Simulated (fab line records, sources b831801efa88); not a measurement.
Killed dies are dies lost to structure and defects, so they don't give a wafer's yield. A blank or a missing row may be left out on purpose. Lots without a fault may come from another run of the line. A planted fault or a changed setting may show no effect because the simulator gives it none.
Which tool did it? | flow sky130 | 13 lots, 39 wafers sampled, at 5 steps of a route of 708

WHAT THE GAUGES READ, wafer by wafer
SKY_METAL1_OVL_MEAS_16.
lot  | measured     | on         | METAL1_OVL (nm)
L400 | day 33 04:16 | overlay-02 | 1 8 -2
L401 | day 33 14:29 | overlay-01 | 10 8 5
L402 | day 33 21:56 | overlay-01 | -10 0 -5
L403 | day 34 15:27 | overlay-02 | -3 -9 -5
L404 | day 34 16:06 | overlay-02 | -6 -2 -2
L405 | day 35 02:53 | overlay-01 | -8 -4 4
L406 | day 35 15:25 | overlay-01 | 1 -13 0
L408 | day 36 18:04 | overlay-02 | -9 -2 -16
L419 | day 39 05:29 | overlay-01 | -5 0 3
L421 | day 40 00:11 | overlay-02 | 0 7 -5
L420 | day 40 05:15 | overlay-01 | -6 -7 -4
L422 | day 40 08:43 | overlay-01 | 2 0 3
L423 | day 40 09:11 | overlay-02 | -15 3 -6

SKY_VIA1_CD_MEAS_12: target cd 150 nm.
lot  | measured     | on        | cd_nm (nm)
L400 | day 34 08:34 | cd_sem-02 | 154.6 155.4 152.0
L401 | day 34 19:08 | cd_sem-02 | 150.1 149.2 149.4
L402 | day 35 02:25 | cd_sem-02 | 149.4 149.1 149.7
L403 | day 35 19:49 | cd_sem-01 | 149.2 148.0 148.5
L404 | day 35 20:07 | cd_sem-02 | 150.0 149.7 148.6
L405 | day 36 06:48 | cd_sem-01 | 150.8 150.1 152.2
L406 | day 36 19:34 | cd_sem-02 | 149.6 151.2 148.0
L408 | day 37 21:24 | cd_sem-02 | 111.0 39.4 -
L419 | day 40 08:12 | cd_sem-02 | 148.9 149.9 149.1
L421 | day 41 01:49 | cd_sem-02 | 150.3 150.5 151.1
L420 | day 41 07:11 | cd_sem-01 | 149.9 148.0 147.9
L422 | day 41 08:50 | cd_sem-02 | 150.8 151.0 151.2
L423 | day 41 10:29 | cd_sem-01 | 148.2 151.2 148.7

WHICH TOOL RAN EACH LOT (tool, then ch and the chambers of the sampled wafers, then the start)
lot  | SKY_METAL1_METAL_ETCH_19          | SKY_METAL1_STRIP_20                  | SKY_VIA1_EXPOSE_09
L400 | rie_metal-01 ch 0, day 33 04:31   | plasma_asher-02 ch 1, day 33 04:40   | krf_scanner-01 ch 0, day 33 19:04
L401 | rie_metal-02 ch 1, day 33 14:43   | plasma_asher-02 ch 1, day 33 14:54   | krf_scanner-02 ch 0, day 34 06:06
L402 | rie_metal-04 ch 0,1, day 33 22:04 | plasma_asher-03 ch 0,1, day 33 22:10 | krf_scanner-01 ch 0, day 34 13:13
L403 | rie_metal-01 ch 0,1, day 34 15:34 | plasma_asher-03 ch 0,1, day 34 15:40 | krf_scanner-01 ch 0, day 35 06:29
L404 | rie_metal-04 ch 0,1, day 34 16:13 | plasma_asher-02 ch 0,1, day 34 16:19 | krf_scanner-02 ch 0, day 35 06:53
L405 | rie_metal-04 ch 0,1, day 35 03:01 | plasma_asher-04 ch 0,1, day 35 03:07 | krf_scanner-02 ch 0, day 35 17:44
L406 | rie_metal-02 ch 0,1, day 35 15:32 | plasma_asher-02 ch 0,1, day 35 15:38 | krf_scanner-02 ch 0, day 36 06:34
L408 | rie_metal-01 ch 0,1, day 36 18:11 | plasma_asher-04 ch 0,1, day 36 18:17 | krf_scanner-02 ch 0, day 37 08:15
L419 | rie_metal-01 ch 0,1, day 39 05:40 | plasma_asher-03 ch 0,1, day 39 05:47 | krf_scanner-01 ch 0, day 39 19:22
L421 | rie_metal-01 ch 0,1, day 40 00:19 | plasma_asher-04 ch 1, day 40 00:25   | krf_scanner-02 ch 0, day 40 14:04
L420 | rie_metal-02 ch 0,1, day 40 05:24 | plasma_asher-04 ch 0,1, day 40 05:29 | krf_scanner-02 ch 0, day 40 18:44
L422 | rie_metal-02 ch 0,1, day 40 08:51 | plasma_asher-02 ch 0,1, day 40 08:57 | krf_scanner-02 ch 0, day 40 21:27
L423 | rie_metal-01 ch 1, day 40 09:19   | plasma_asher-03 ch 0,1, day 40 09:25 | krf_scanner-01 ch 0, day 40 22:30
- SKY_METAL1_METAL_ETCH_19: etches the open film in Cl2/BCl3, stops on SiO2, target depth 360 nm, time 78 s.
- SKY_METAL1_STRIP_20: strips in O2/N2.
- SKY_VIA1_EXPOSE_09: exposes mask VIM, target cd 150 nm.

WHAT THE TOOLS THEMSELVES READ (means of the sampled wafers that have a number; where no wafer has one, the mark that the record gives instead)
SKY_METAL1_METAL_ETCH_19.
lot  | tool         | drypump_motor_current_A (A) | oes_product_au (a.u.) | rf_fwd_power_W (W) | throttle_valve_pct (%)
L400 | rie_metal-01 | 6.2                         | 0.852                 | 892                | 22.269
L401 | rie_metal-02 | 5.7                         | 0.847                 | 894                | 22.270
L402 | rie_metal-04 | 5.9                         | 0.859                 | 896                | 22.264
L403 | rie_metal-01 | 6.2                         | 0.859                 | 889                | 22.270
L404 | rie_metal-04 | 5.9                         | 0.846                 | 893                | 22.266
L405 | rie_metal-04 | 5.9                         | 0.854                 | 895                | 22.270
L406 | rie_metal-02 | 5.9                         | 0.857                 | 892                | 22.263
L408 | rie_metal-01 | 6.2                         | 0.851                 | 890                | 22.266
L419 | rie_metal-01 | 6.3                         | 0.846                 | 890                | 22.271
L421 | rie_metal-01 | 6.3                         | 0.857                 | 891                | 22.254
L420 | rie_metal-02 | 5.8                         | 0.855                 | 894                | 22.259
L422 | rie_metal-02 | 5.8                         | 0.853                 | 892                | 22.262
L423 | rie_metal-01 | 6.4                         | 0.847                 | 887                | 22.254

SKY_METAL1_STRIP_20.
lot  | tool            | drypump_motor_current_A (A) | oes_product_au (a.u.) | strip_time_to_endpoint_s (s)
L400 | plasma_asher-02 | 6.2                         | 0.348                 | 2.83
L401 | plasma_asher-02 | 6.2                         | 0.340                 | 2.72
L402 | plasma_asher-03 | 6.0                         | 0.349                 | 2.70
L403 | plasma_asher-03 | 5.9                         | 0.345                 | 2.74
L404 | plasma_asher-02 | 5.8                         | 0.343                 | 2.75
L405 | plasma_asher-04 | 5.7                         | 0.349                 | 2.75
L406 | plasma_asher-02 | 5.8                         | 0.344                 | 2.76
L408 | plasma_asher-04 | 5.7                         | 0.346                 | 2.74
L419 | plasma_asher-03 | 6.0                         | 0.346                 | 2.77
L421 | plasma_asher-04 | 4.9                         | 0.341                 | 2.70
L420 | plasma_asher-04 | 5.3                         | 0.345                 | 2.81
L422 | plasma_asher-02 | 5.5                         | 0.349                 | 2.85
L423 | plasma_asher-03 | 5.9                         | 0.335                 | 2.61

SKY_VIA1_EXPOSE_09.
lot  | tool           | exposure_dose_mJ_cm2 | focus_offset_nm (nm) | stage_vel_mm_s (mm/s)
L400 | krf_scanner-01 | 38.0                 | 0.6                  | 500.16
L401 | krf_scanner-02 | 37.9                 | -0.0                 | 500.30
L402 | krf_scanner-01 | 37.9                 | -0.5                 | 499.67
L403 | krf_scanner-01 | 38.6                 | 0.4                  | 500.23
L404 | krf_scanner-02 | 37.9                 | -0.2                 | 500.11
L405 | krf_scanner-02 | 37.9                 | -0.6                 | 499.82
L406 | krf_scanner-02 | 37.9                 | 0.3                  | 500.01
L408 | krf_scanner-02 | 41.7                 | 0.1                  | 499.99
L419 | krf_scanner-01 | 38.6                 | -0.3                 | 499.91
L421 | krf_scanner-02 | 37.9                 | 0.0                  | 499.69
L420 | krf_scanner-02 | 37.9                 | 0.0                  | 500.31
L422 | krf_scanner-02 | 37.9                 | 0.8                  | 499.72
L423 | krf_scanner-01 | 38.7                 | -0.3                 | 500.31

THE ANSWER, worked out from the rows above alone
Rule: what is usual is taken from the lots themselves. Put in order of their means at a reading, lots are off if they are a third of the lots or fewer, leave a main group of 4 or more, and stand apart from it by a gap of 3 or more times the standard deviation of the main group's means; of several such gaps the widest counts. A main group whose means are all the same, to the digits that the tables above print for the reading, isn't used. A lot without any number at a reading at which 4 lots or more have one is off too. The other lots that the step has rows for count as sound. The gauges are gone through in route order, then the tools' own readings, and for those a lot's mean is taken as printed above. The first step at which some lot is off is used, and at that step the reading that is off furthest; a lot without a number counts as furthest.
Off: L408, at SKY_VIA1_CD_MEAS_12 (cd_nm). The main group: mean 150.0 nm, standard deviation 1.4.
A tool fits if, at a process step before that reading, it ran every lot that is off, and no sound lot after the first of them. The gauges at SKY_VIA1_CD_MEAS_12 aren't tried: what is off there is off at SKY_VIA1_EXPOSE_09 too, on other tools, and a gauge's error can't cause that. None of those tried fits.

WHAT THE SIMULATOR HAD PUT IN
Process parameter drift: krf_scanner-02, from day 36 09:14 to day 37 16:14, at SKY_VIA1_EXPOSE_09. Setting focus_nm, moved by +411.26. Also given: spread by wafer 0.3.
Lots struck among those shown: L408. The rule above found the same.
